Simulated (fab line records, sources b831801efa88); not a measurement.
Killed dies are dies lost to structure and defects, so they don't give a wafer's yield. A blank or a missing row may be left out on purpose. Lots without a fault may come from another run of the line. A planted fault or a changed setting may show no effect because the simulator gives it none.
Problem report in the 8D (eight disciplines) form, filled by code | flow sfq_line | the parts of the form that need people (team, actions taken, sign-off) are left out

1. THE PROBLEM
heater_power_total_W at SFQ_TRILAYER_M7_LITHO_PEB_180 reads a mean of 80.52 W on 3 wafers of 2 lots; wafers without a fault read 79.16 W with a standard deviation of 0.067. That is +20 standard deviations from the usual mean.
The step: peb time 60 s.
First seen on wafer L141.4, day 74 01:41, on litho_track-04. The record holds 33 wafers of 11 lots with a number at this step. Rule for "out", or "out of limits": more than 4 standard deviations from the usual mean. The other wafers with a number count as sound.

2. WHAT IT IS AND WHAT IT IS NOT
question                    | is                     | is not
which readings at this step | heater_power_total_W   | exhaust_pa, resist_line_temp_C
which lots                  | L141, L142             | L129, L130, L131, L132, L145, L147, L148, L151, L152
which wafers of those lots  | L141.4, L142.4, L142.5 | L141.1, L141.3, L142.3
read on which tools         | litho_track-04         | litho_track-01, litho_track-03
when                        | from day 74 01:41      | up to then (14 sound wafers); but 16 sound wafers of L142, L145, L147, L148, L151, L152 came after

3. SUSPECTS, AND WHAT RULES EACH OUT
Counting: a tool at a process step up to the reading stays a suspect if it ran every lot that is out. Sound lots after the first of them don't rule it out here, since some wafers of a struck lot are sound.
- litho_track-04 at SFQ_TRILAYER_M7_LITHO_PEB_180 (peb time 60 s): kept. It ran every lot that is out, first L141 (day 74 01:41); its last sound lot up to then is L131 (day 70 07:05). Its own readings are out on those wafers: heater_power_total_W.
Left after counting: litho_track-04 at SFQ_TRILAYER_M7_LITHO_PEB_180.

4. THE CAUSE (what the simulator had put in)
Process parameter drift: litho_track-04, from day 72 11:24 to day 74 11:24, at SFQ_TRILAYER_M7_LITHO_PEB_180. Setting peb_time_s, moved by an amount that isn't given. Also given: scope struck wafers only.
Counting left only this tool.

5. THE CHAIN OF EFFECTS, in route order
Each row: a reading whose mean over the struck wafers that have a number lies more than 3 standard deviations from the usual. Only readings for which the record gives a usual standard deviation are gone through. hours: the time from each lot's start at the first step in this table that gives one to its start at this step, as a median over the lots. sigmas: the change in usual standard deviations.
hours | step                          | reading              | usual   | on struck wafers | change | sigmas
0     | SFQ_TRILAYER_M7_LITHO_PEB_180 | heater_power_total_W | 79.16 W | 80.52            | +1.36  | +20
The process steps in it:
- SFQ_TRILAYER_M7_LITHO_PEB_180: peb time 60 s.

6. WHAT WOULD HAVE CAUGHT IT SOONER
In this record the first reading out of limits was taken at day 74 01:41, 38 hours after the fault began at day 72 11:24.
